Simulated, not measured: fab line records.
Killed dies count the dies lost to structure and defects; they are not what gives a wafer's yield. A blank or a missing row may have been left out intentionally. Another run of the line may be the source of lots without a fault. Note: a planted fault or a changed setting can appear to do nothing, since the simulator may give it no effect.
Which tool was responsible? / flow gf180mcu / Sampling: 13 lots, 38 wafers, 3 of 602 route steps

WHAT EACH GAUGE READ, for each wafer
GF_M4_OVL_MEAS_15. Usual: M4_OVL 0 nm, standard deviation 4.5.
lot=L592; measured=day 23 14:50; on=overlay-01; M4_OVL (nm)=1 4 3; flag=
lot=L593; measured=day 24 01:44; on=overlay-01; M4_OVL (nm)=6 0 -3; flag=
lot=L594; measured=day 24 05:56; on=overlay-01; M4_OVL (nm)=7 -8 -6; flag=
lot=L596; measured=day 24 17:19; on=overlay-02; M4_OVL (nm)=4 -1 0; flag=
lot=L595; measured=day 24 22:44; on=overlay-01; M4_OVL (nm)=-5 0 1; flag=
lot=L597; measured=day 25 07:38; on=overlay-01; M4_OVL (nm)=-1 3 5; flag=
lot=L598; measured=day 25 12:57; on=overlay-01; M4_OVL (nm)=2 9 9; flag=
lot=L599; measured=day 26 07:58; on=overlay-01; M4_OVL (nm)=-8 -4 -7; flag=
lot=L600; measured=day 26 08:37; on=overlay-02; M4_OVL (nm)=4 6 1; flag=
lot=L601; measured=day 26 20:26; on=overlay-02; M4_OVL (nm)=1 -1 1; flag=
lot=L602; measured=day 27 01:32; on=overlay-01; M4_OVL (nm)=0 5; flag=
lot=L613; measured=day 29 23:44; on=overlay-02; M4_OVL (nm)=7 -1 8; flag=
lot=L615; measured=day 30 07:49; on=overlay-02; M4_OVL (nm)=1 3 1; flag=

GF_M5_CD_MEAS_07 targets a cd of 280 nm. Usual: 280.0 nm for cd nm, sd 1.2.
lot=L592; measured=day 26 10:34; on=cd sem-02; cd nm (nm)=279.0 279.1 280.5; flag=
lot=L593; measured=day 26 21:41; on=cd sem-02; cd nm (nm)=278.9 279.1 278.3; flag=
lot=L594; measured=day 27 01:13; on=cd sem-01; cd nm (nm)=280.3 280.8 281.5; flag=
lot=L596; measured=day 27 09:55; on=cd sem-01; cd nm (nm)=279.1 280.0 280.6; flag=
lot=L595; measured=day 27 15:43; on=cd sem-02; cd nm (nm)=281.1 282.1 282.8; flag=
lot=L597; measured=day 28 01:03; on=cd sem-02; cd nm (nm)=280.7 280.0 279.3; flag=
lot=L598; measured=day 28 05:01; on=cd sem-01; cd nm (nm)=279.6 279.7 280.2; flag=
lot=L599; measured=day 28 22:56; on=cd sem-01; cd nm (nm)=281.6 280.6 281.1; flag=
lot=L600; measured=day 28 23:02; on=cd sem-02; cd nm (nm)=277.7 277.6 277.4; flag=
lot=L601; measured=day 29 10:08; on=cd sem-01; cd nm (nm)=243.2 280.2 280.5; flag=OFF
lot=L602; measured=day 29 15:49; on=cd sem-02; cd nm (nm)=243.2 242.4; flag=OFF
lot=L613; measured=day 32 08:17; on=cd sem-02; cd nm (nm)=279.0 278.2 278.8; flag=
lot=L615; measured=day 32 15:59; on=cd sem-01; cd nm (nm)=279.2 278.8 277.8; flag=

TOOL THAT RAN EACH LOT (tool first, then ch and the chambers of the sampled wafers, then the start)
lot=L592; GF_M5_EXPOSE_04=krf scanner-02 ch 0, day 26 00:53
lot=L593; GF_M5_EXPOSE_04=krf scanner-01 ch 0, day 26 11:38
lot=L594; GF_M5_EXPOSE_04=krf scanner-02 ch 0, day 26 15:12
lot=L596; GF_M5_EXPOSE_04=krf scanner-01 ch 0, day 27 00:47
lot=L595; GF_M5_EXPOSE_04=krf scanner-01 ch 0, day 27 05:31
lot=L597; GF_M5_EXPOSE_04=krf scanner-02 ch 0, day 27 14:55
lot=L598; GF_M5_EXPOSE_04=krf scanner-01 ch 0, day 27 19:29
lot=L599; GF_M5_EXPOSE_04=krf scanner-02 ch 0, day 28 13:42
lot=L600; GF_M5_EXPOSE_04=krf scanner-01 ch 0, day 28 13:56
lot=L601; GF_M5_EXPOSE_04=krf scanner-01 ch 0, day 29 00:41
lot=L602; GF_M5_EXPOSE_04=krf scanner-01 ch 0, day 29 06:13
lot=L613; GF_M5_EXPOSE_04=krf scanner-02 ch 0, day 31 23:59
lot=L615; GF_M5_EXPOSE_04=krf scanner-02 ch 0, day 32 07:20
- GF_M5_EXPOSE_04: exposes mask Metal5, target cd 280 nm.

WHAT THE TOOLS THEMSELVES READ (means of the sampled wafers that have a number; where no wafer has one, the mark that the record gives instead)
The record holds no such reading with a usual standard deviation.

THE ANSWER, worked out from the rows above alone
Rule: lot off if the mean of its wafers having a number is beyond 3 standard deviations from the usual mean. A lot without any number at a reading at which 4 lots or more have one is off too. The other lots that the step has rows for count as sound. First the gauges in route order, then the tools' own readings, where a lot's mean is used as printed above. At the first step where some lot is off, the reading lying furthest off is the one used; lots without a number count as furthest.
Off at GF_M5_CD_MEAS_07 (cd nm): L601, L602.
If a tool, at a process step before that reading, ran all the lots that are off and no sound lot after the first of them, it fits. The gauges at GF_M5_CD_MEAS_07 are tried like those tools. One fits: GF_M5_EXPOSE_04 on krf scanner-01. Its last sound lot is L600 (day 28 13:56), its first lot that is off L601 (day 29 00:41): a fault that began between those two fits.

WHAT WAS PUT IN BY THE SIMULATOR
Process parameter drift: krf scanner-01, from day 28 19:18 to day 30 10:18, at GF_M5_EXPOSE_04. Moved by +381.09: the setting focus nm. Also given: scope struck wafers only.
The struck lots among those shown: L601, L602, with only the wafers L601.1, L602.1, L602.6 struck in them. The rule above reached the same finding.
